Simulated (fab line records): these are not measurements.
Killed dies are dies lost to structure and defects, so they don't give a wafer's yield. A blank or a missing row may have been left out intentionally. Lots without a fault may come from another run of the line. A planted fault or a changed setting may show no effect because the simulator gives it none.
Matching of chambers -- flow sfq line -- 4 sister chambers for SFQ_TRILAYER_I7_CMP_CMP_184 on cmp-02
The step polishes SiO2. 8 wafers are shown with their chamber, then 9 later ones without.

== WAFERS, EACH WITH ITS CHAMBER ==
wafer,chamber,motor current A (A),time to endpoint s (s)
L188.6,0,11.0,206
L190.5,0,11.4,215
L190.6,3,10.0,210
L193.1,3,9.9,206
L193.2,1,8.8,211
L197.2,1,9.1,222
L197.3,2,9.5,216
L197.6,2,9.4,216

== WAFERS WITH NO CHAMBER GIVEN ==
wafer,motor current A (A),time to endpoint s (s)
L204.3,10.5,210
L204.2,10.0,212
L204.5,10.5,223
L205.2,9.1,216
L205.4,11.1,216
L205.5,9.0,225
L207.1,8.7,218
L207.4,9.6,228
L207.5,9.3,223

== THE CHAMBER EACH PASSED THROUGH ==
wafer,from the rows above,in truth
L204.3,can't be placed: 3 or 0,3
L204.2,3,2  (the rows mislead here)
L204.5,can't be placed: 3 or 0 or 2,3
L205.2,can't be placed: 1 or 2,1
L205.4,0,0
L205.5,can't be placed: 1 or 2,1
L207.1,1,1
L207.4,can't be placed: 2 or 1 or 3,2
L207.5,can't be placed: 2 or 1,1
Correct placement for 2 of the 9. From these rows, 6 cannot be placed; in 6 the true chamber is one of the candidates. 1 placed wrongly.
How it was worked out, from the rows above alone: a wafer's distance from a chamber is the root of the sum, over the readings, of the square of ((its reading less the chamber's mean) divided by the reading's scatter). If the next closest chamber is less than 2 further off than the closest, the wafer can't be placed; otherwise it belongs to the closest. A chamber's mean is the mean of its shown wafers. The scatter: take each reading less its chamber's mean, square it, sum over the shown wafers, divide by the number of wafers less the number of chambers, and take the root.
